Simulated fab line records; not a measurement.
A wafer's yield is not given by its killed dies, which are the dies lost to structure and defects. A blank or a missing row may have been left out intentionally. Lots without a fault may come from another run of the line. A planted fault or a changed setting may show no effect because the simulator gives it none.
Split-lot study -- flow sky130 -- 5 lots, 23 wafers read, on a route of 708 steps

SPLIT DETAILS
At SKY_CONTACT_COAT_09 (resist thk 450 nm), the setting resist_thk_nm was moved away from the recipe's 450 nm on 4 of the 23 wafers read, by +3.0% to +4.1%. The other wafers ran this setting at the recipe's value.

The reading comes from the split's own step.

THE READING
KrF-thick_of_CONTACT_COAT_09.thk_nm (the simulator's own value, which no gauge read), in nm, at SKY_CONTACT_COAT_09 (resist thk 450 nm). The file gives no usual value for it. Across the 19 wafers here that went through the recipe, the average is 450.2 nm and the standard deviation 1.4 nm.

wafer,"tool, chamber at the split","resist_thk_nm as run, nm",against the recipe,"KrF-thick_of_CONTACT_COAT_09.thk_nm, nm",against lot-mates on the recipe
L075.1,"litho_track-01, 0",450,recipe,450.3,-
L075.2,"litho_track-01, 0",450,recipe,451.5,-
L075.3,"litho_track-01, 0",450,recipe,447.9,-
L075.4,"litho_track-01, 0",463.4,+3.0%,464.2,+14.3
L075.5,"litho_track-01, 0",463.4,+3.0%,463.1,+13.2
L078.2,"litho_track-03, 0",450,recipe,448.8,-
L078.3,"litho_track-03, 0",450,recipe,448.5,-
L078.5,"litho_track-03, 0",450,recipe,448.5,-
L078.4,"litho_track-03, 0",450,recipe,450,-
L078.6,"litho_track-03, 0",450,recipe,449.1,-
L079.2,"litho_track-04, 0",468.4,+4.1%,467.4,+17.1
L079.3,"litho_track-04, 0",450,recipe,449.6,-
L079.4,"litho_track-04, 0",450,recipe,450.7,-
L079.5,"litho_track-04, 0",468.4,+4.1%,467.9,+17.6
L079.6,"litho_track-04, 0",450,recipe,450.6,-
L080.2,"litho_track-01, 0",450,recipe,452,-
L080.3,"litho_track-01, 0",450,recipe,451.5,-
L080.4,"litho_track-01, 0",450,recipe,452.4,-
L080.5,"litho_track-01, 0",450,recipe,451.9,-
L080.6,"litho_track-01, 0",450,recipe,451.8,-
L084.1,"litho_track-03, 0",450,recipe,450.7,-
L084.3,"litho_track-03, 0",450,recipe,449.2,-
L084.6,"litho_track-03, 0",450,recipe,449,-

THE FIT
A straight line over all 23 wafers: KrF-thick_of_CONTACT_COAT_09.thk_nm changes by +4.35 nm for each +1% of resist_thk_nm; r = +0.98; the points scatter about the line by 1.3 nm.
The same after taking each lot's own level away (the mean of its wafers on the recipe; 23 wafers): +4.37 nm for each +1%; r = +0.99; scatter 0.8 nm.
According to that fit, moving resist_thk_nm by its largest amount changes the reading by 18 nm.
Across the lots, their own levels run from 448.98 to 451.92 nm, a range of 2.2 times the standard deviation given above.
So the lot-to-lot level changes the slope little: the two slopes agree.
Check: for one of the wafers moved furthest among these (+4.1%), held out of the fit, the line's prediction against its lot-mates is +18.3 nm. It came out at +17.1 nm against them.

THE OTHER SPLITS THESE WAFERS WENT THROUGH
Note: prior to the reading, these wafers also went through further splits. Each is held against what the fit with the lots' levels taken away leaves over:
other split on the same wafers,wafers away from the commonest value,r with KrF-thick_of_CONTACT_COAT_09.thk_nm (lot level and that fit taken away)
SKY_RES_XHIGH_COAT_02 resist_thk_nm,10,-0.20
SKY_RES_XHIGH_DEVELOP_06 dev_temp_c,8,-0.13
SKY_SD_N_IMPLANT_09 energy_kev,6,+0.00
SKY_SD_N_STRIP_11 o2_flow_sccm,7,+0.17
SKY_LI_CONTACT_HDPCVD_00 time_s,5,+0.13
SKY_LI_CONTACT_COAT_06 resist_thk_nm,10,-0.05
SKY_LI_CONTACT_CMP_24 t_overpolish_s,8,-0.14
SKY_LOCAL_INTERCONNECT_COAT_06 spin_rpm,9,+0.06
SKY_LOCAL_INTERCONNECT_METAL_ETCH_14 bias_w,5,-0.31

THE FILE'S OWN FIT
KrF-thick_of_CONTACT_COAT_09.thk_nm changes by +4.37 nm for each +1% of resist_thk_nm, r = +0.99.
